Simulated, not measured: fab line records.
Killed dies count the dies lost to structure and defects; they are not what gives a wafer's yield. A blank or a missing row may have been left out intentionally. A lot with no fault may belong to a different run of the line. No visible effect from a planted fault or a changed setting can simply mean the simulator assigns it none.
Matching of chambers -- flow gf180mcu -- GF_SAB_ETCH_11 on rieDiel-04: 4 sister chambers
The step etches SiO2 in C4F8/O2/Ar, target depth 55 nm, time 8.5 s. 7 wafers are shown with their chamber, then 7 later ones without.

WAFERS PAIRED WITH THEIR CHAMBERS
wafer,chamber,oesProductAu (a.u.),biasW (W)
L690.1,2,0.966,1197
L690.4,1,0.991,1202
L691.1,1,0.981,1206
L691.3,0,0.990,1196
L691.4,3,0.993,1202
L692.1,0,1.002,1201
L692.2,2,0.971,1199

WAFERS MISSING THEIR CHAMBER
wafer,oesProductAu (a.u.),biasW (W)
L692.5,0.996,1201
L696.1,0.978,1194
L696.4,0.989,1201
L696.5,0.982,1201
L697.2,0.985,1207
L697.5,0.992,1206
L697.6,0.971,1196

EACH ONE'S CHAMBER
wafer,from the rows above,in truth
L692.5,can't be placed: 3 or 0 or 1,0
L696.1,can't be placed: 2 or 0 or 3 or 1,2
L696.4,can't be placed: 3 or 1 or 0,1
L696.5,can't be placed: 1 or 3 or 0 or 2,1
L697.2,can't be placed: 1 or 3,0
L697.5,can't be placed: 1 or 3 or 0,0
L697.6,2,2
1 of 7 placed correctly. Not placeable from these rows: 6 (in 5, the candidates include the true chamber). Wrongly placed: 0.
How it was worked out, from the rows above alone: a wafer's distance from a chamber is the root of the sum, over the readings, of the square of ((its reading less the chamber's mean) divided by the reading's scatter). The wafer belongs to the nearest chamber; if the next one is less than 2 further off, it can't be placed. A chamber's mean is the mean of its shown wafers. The scatter is the square root of a quotient: the sum, over the shown wafers, of each reading's squared deviation from its chamber's mean, divided by wafers minus chambers.
